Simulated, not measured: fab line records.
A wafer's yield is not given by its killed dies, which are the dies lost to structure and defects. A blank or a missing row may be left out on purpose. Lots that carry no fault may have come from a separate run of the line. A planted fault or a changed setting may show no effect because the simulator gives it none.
Problem report, 8D (eight disciplines) form, completed by code | flow sky130 | the parts of the form that need people (team, actions taken, sign-off) are left out

## 1. WHAT WENT WRONG
Wafers without a fault read 3000.3 rpm, standard deviation 2.4; spin speed rpm at SKY_RES_XHIGH_COAT_02 reads a mean of 3070.1 rpm on 6 wafers belonging to 2 lots. Measured from the usual mean, that is +29 standard deviations.
The step: resist thk 1140 nm.
Earliest sighting: wafer L102.1 on litho track-04 at day 29 08:43. The record has a number at this step for 18 wafers belonging to 6 lots. The rule behind "out" and "out of limits": a value lying over 4 standard deviations away from the usual mean. Any other wafer with a number is counted as sound.

## 2. WHAT IT IS, AND WHAT IT ISN'T
question                    | is                     | is not
which readings at this step | spin speed rpm         | -
which lots                  | L102, L103             | L110, L114, L995, L999
which wafers of those lots  | all that have a number | -
read on which tools         | litho track-04         | litho track-01
when                        | from day 29 08:43      | up to then (6 sound wafers); but 6 sound wafers of L110, L114 came after

## 3. THE SUSPECTS, EACH WITH WHAT RULES IT OUT
Counting: a tool at a process step up to the reading stays a suspect if it ran every lot that is out and no sound lot after the first of them.
- litho track-04 at SKY_RES_XHIGH_COAT_02 (resist thk 1140 nm): kept. It ran every lot that is out, first L102 (day 29 08:43), and no sound lot after that; its last sound lot up to then is L995 (day 27 11:20). Its own readings are out on those wafers: spin speed rpm.
The count leaves litho track-04 at SKY_RES_XHIGH_COAT_02.

## 4. THE CAUSE (what the simulator had put in)
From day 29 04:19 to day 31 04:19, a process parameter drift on litho track-04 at SKY_RES_XHIGH_COAT_02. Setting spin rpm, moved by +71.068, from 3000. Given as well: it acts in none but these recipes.
This tool alone remained once counting was done.

## 5. SEQUENCE OF EFFECTS, ordered by route
Rows list readings where the struck wafers' mean (over those with a number) sits beyond 3 standard deviations from the usual. Only readings for which the record gives a usual standard deviation are gone through. hours: the time from each lot's start at the first step in this table that gives one to its start at this step, as a median over the lots. sigmas: the change in usual standard deviations.
hours | step                  | reading        | usual      | on struck wafers | change | sigmas
0     | SKY_RES_XHIGH_COAT_02 | spin speed rpm | 3000.3 rpm | 3070.1           | +69.8  | +29
It contains these process steps:
- SKY_RES_XHIGH_COAT_02: resist thk 1140 nm.

## 6. WHAT WOULD HAVE CAUGHT IT SOONER
The fault began at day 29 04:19; the first out-of-limits reading in this record came at day 29 08:43, 4 hours later.
